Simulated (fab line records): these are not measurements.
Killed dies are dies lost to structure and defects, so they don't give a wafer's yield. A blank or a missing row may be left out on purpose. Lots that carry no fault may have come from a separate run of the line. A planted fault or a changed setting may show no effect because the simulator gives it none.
2 desks, one fault | flow sky130 | only its own numbers are on each desk; what lay behind them is given at the end

== METROLOGY DESK ==
Lot by lot, what the gauges showed, no matter which tool ran the lot: averages of those sampled wafers that carry a number. The brackets show how far a lot's mean lies from the usual mean; more than 4 standard deviations puts the lot out of limits, marked OUT.
Columns: A = SD_N_RS at SKY_SD_N_RS_MEAS_16, usual 68.58 ohm/sq
lot  | first seen here | A
L962 | day 28 10:04    | 68.65
L964 | day 29 14:02    | 68.48
L963 | day 29 18:47    | 68.42
L966 | day 30 12:56    | 68.73
L967 | day 30 16:11    | 68.71
L968 | day 31 02:07    | 68.52
L974 | day 32 12:44    | 66.40 (-15) OUT
L975 | day 32 23:41    | 66.33 (-15) OUT
L976 | day 33 00:52    | 66.43 (-14) OUT
L982 | day 35 18:52    | 68.56
L983 | day 35 22:35    | 68.55
This desk's result: L974, L975, L976 out of limits, first on L974 (SD_N_RS at SKY_SD_N_RS_MEAS_16), day 32 12:44. In limits: L962, L964, L963, L966, L967, L968, L982, L983.

== THE TOOL OWNER'S DESK: implanter-01 ==
The tool's own readings at SKY_SD_N_IMPLANT_10, given as means over the sampled wafers that have a number, one for each lot that went through this tool. The brackets show how far a lot's mean lies from the usual mean; more than 4 standard deviations puts the lot out of limits, marked OUT.
Columns: A = beamOnS at SKY_SD_N_IMPLANT_10, usual 10.69 s; B = doseIonsCm2 at SKY_SD_N_IMPLANT_10, usual 1.0001e+14
lot  | first seen here | A               | B
L964 | day 29 13:28    | 10.77           | 1.0006e+14
L963 | day 29 18:14    | 10.74           | 1.0012e+14
L974 | day 32 12:13    | 20.02 (+33) OUT | 1.8540e+14 (+99 or more) OUT
L975 | day 32 23:10    | 20.77 (+36) OUT | 1.8546e+14 (+99 or more) OUT
L976 | day 33 00:20    | 20.44 (+35) OUT | 1.8561e+14 (+99 or more) OUT
This desk's verdict: out of limits on L974, L975, L976, starting with L974 at day 32 12:13 (beamOnS at SKY_SD_N_IMPLANT_10). In limits: L964, L963.

== PUT TOGETHER ==
An alarm could have come from the tool owner's desk at day 32 12:13, on L974, L975, L976.
On L974, L975, L976, the metrology desk was in a position to raise an alarm at day 32 12:44.
All the named lots went through SKY_SD_N_IMPLANT_10 on implanter-01.

== WHAT THE SIMULATOR HAD PUT IN ==
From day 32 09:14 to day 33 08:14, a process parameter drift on implanter-01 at SKY_SD_N_IMPLANT_10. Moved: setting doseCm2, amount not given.
Shown lots that were struck: L974, L975, L976.
Counting hours from when the fault started, the first reading out of limits came at 3 for the tool owner's desk and at 4 for the metrology desk.
